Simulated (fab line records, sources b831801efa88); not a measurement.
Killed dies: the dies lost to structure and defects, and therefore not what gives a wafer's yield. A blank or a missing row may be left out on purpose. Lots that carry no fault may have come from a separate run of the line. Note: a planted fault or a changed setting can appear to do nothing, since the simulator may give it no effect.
Comparing a struck lot with a sound one / flow gf180mcu / 19 out of 602 route steps
Sound: the wafers L879.1, L879.2, L879.4. Struck: wafer L872.1 (left out: L872.4, a lot-mate that was not struck); the cause follows at the end.
At each step with rows: each side's tool, then ch and its chambers, then its first start. Under that, the readings that differ: sound wafers / struck wafers / difference of the means / sigmas: that difference in standard deviations of wafers without a fault.
alike: same words and numbers on both sides, and readings whose means sit less than 2 such deviations apart. not compared: any withheld reading, any reading some wafer has no value for, any bound like >300 that may hide the same value, and any number with overlapping values for which the record gives no deviation.
The two part at a step that has a row with sigmas, a row that says differs or no value, or rows on one side only. Non-overlapping numbers with no deviation appear without sigmas and do not part them. A reading that every wafer of one side lacks parts them only if that side has two wafers or more.

first, 1 step without rows for these wafers: GF_HV_LDD_DEVELOP_06 (develop time 60 s).
GF_HV_LDD_CD_MEAS_07: the cd target is 400 nm.
  sound on cd sem-01 at day 16 07:40; struck on cd sem-02 at day 14 01:08
  alike: cd nm
GF_HV_LDD_OVL_MEAS_08:
  sound on overlay-02 at day 16 07:47; struck on overlay-02 at day 14 01:15
  alike: HV_LDD_OVL
after that, 1 step had no rows for these wafers: GF_HV_LDD_IMPLANT_09.
GF_HV_LDD_STRIP_10: strips in O2/N2.
  sound on plasma asher-03 ch 0,1, day 16 07:59; struck on plasma asher-04 ch 0, day 14 01:26
reading=heater power w (W); sound=289 265 269; struck=433; difference=+159; sigmas=+3
  alike: drypump motor current A, o2 flow sccm, oes product au, strip time to endpoint s
  not compared: rf hours counter h
GF_HV_LDD_TW_MEAS_11:
  sound on film metro-02 at day 16 08:05; struck on film metro-01 at day 14 01:32
  alike: HV_LDD_TW
then, 6 steps without rows for these wafers: GF_HV_LDD_DEHYDRATE_12 (time 60 s); GF_HV_LDD_HMDS_13 (prime time 60 s); GF_HV_LDD_COAT_14 (resist thk 1000 nm); GF_HV_LDD_SOFTBAKE_15 (time 60 s); GF_HV_LDD_EXPOSE_16 (exposes mask Pplus LV AREA, target cd 400 nm); GF_HV_LDD_PEB_17.
GF_HV_LDD_DEVELOP_18: develop time 60 s.
  sound on litho track-03 ch 0, day 17 06:07; struck on litho track-02 ch 0, day 14 21:48
GF_HV_LDD_OVL_MEAS_20:
  sound on overlay-02 at day 17 06:23; struck on overlay-01 at day 14 22:04
  alike: HV_LDD_01_OVL
after that, 1 step had no rows for these wafers: GF_HV_LDD_IMPLANT_21.
GF_HV_LDD_STRIP_22: strips in O2/N2.
  sound on plasma asher-04 ch 0,1, day 17 06:35; struck on plasma asher-03 ch 1, day 14 22:15
  alike: drypump motor current A, heater power w, o2 flow sccm, oes product au, strip time to endpoint s
  not compared: rf hours counter h
GF_HV_LDD_TW_MEAS_23:
  sound on film metro-04 at day 17 06:41; struck on film metro-04 at day 14 22:21
reading=HV_LDD_2_TW; sound=1070 1063 1074; struck=68; difference=-1001; sigmas=-99 or more
then, 1 step without rows for these wafers: GF_HV_LDD_DEHYDRATE_24 (time 60 s).
-- record jumps: 18 days separate the struck wafers' starts on either side; left off in module HV_LDD, taken up again in module PASSIVATION, whose first shown step is the route's number 602 --
GF_PASSIVATION_PROBE_99:
  only the struck wafers here have rows in the record (prober-01, day 32 20:48); the sound ones have none

## WHERE THEY PART
First at GF_HV_LDD_STRIP_10; last, within this record, at GF_PASSIVATION_PROBE_99.

WHY: what the simulator had put in
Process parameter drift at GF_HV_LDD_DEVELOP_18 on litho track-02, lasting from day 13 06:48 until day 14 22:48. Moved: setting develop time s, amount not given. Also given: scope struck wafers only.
